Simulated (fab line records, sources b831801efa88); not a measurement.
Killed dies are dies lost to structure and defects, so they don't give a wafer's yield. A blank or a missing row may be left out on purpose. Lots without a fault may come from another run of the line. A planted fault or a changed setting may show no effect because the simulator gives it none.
Chamber matching | flow sky130 | SKY_LI_CONTACT_CMP_24 on cmp-01: 4 sister chambers
The step polishes, stops on PSG, t overpolish 20 s, target thk 0 nm. 7 wafers are shown with their chamber, then 7 later ones without.

WAFERS WITH THEIR CHAMBER
wafer  | chamber | time_to_endpoint_s (s) | motor_current_A (A)
L295.2 | 2       | 99                     | 12.2
L299.2 | 0       | 98                     | 11.5
L300.3 | 1       | 92                     | 12.4
L300.4 | 3       | 93                     | 12.0
L300.5 | 0       | 95                     | 11.5
L312.1 | 1       | 90                     | 12.5
L312.5 | 3       | 99                     | 11.7

WAFERS WITHOUT THEIR CHAMBER
wafer  | time_to_endpoint_s (s) | motor_current_A (A)
L312.6 | 98                     | 10.6
L313.2 | 105                    | 11.5
L313.3 | 98                     | 11.1
L313.5 | 100                    | 11.9
L314.4 | 93                     | 12.0
L314.5 | 96                     | 12.5
L314.6 | 101                    | 12.0

WHICH CHAMBER EACH WENT THROUGH
wafer  | from the rows above          | in truth
L312.6 | 0                            | 0
L313.2 | can't be placed: 0 or 3      | 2
L313.3 | 0                            | 0
L313.5 | can't be placed: 3 or 2 or 0 | 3
L314.4 | can't be placed: 3 or 2 or 1 | 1
L314.5 | can't be placed: 1 or 2      | 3
L314.6 | can't be placed: 2 or 3      | 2
Placed correctly: 2 of 7. Can't be placed from these rows: 5 (the true chamber is among the candidates in 3). Placed wrongly: 0.
How it was worked out, from the rows above alone: a wafer's distance from a chamber is the root of the sum, over the readings, of the square of ((its reading less the chamber's mean) divided by the reading's scatter). The wafer belongs to the nearest chamber; if the next one is less than 2 further off, it can't be placed. A chamber's mean is the mean of its shown wafers. The scatter: the root of (the sum of the squares of (reading less its chamber's mean) over the shown wafers, divided by (wafers less chambers)).
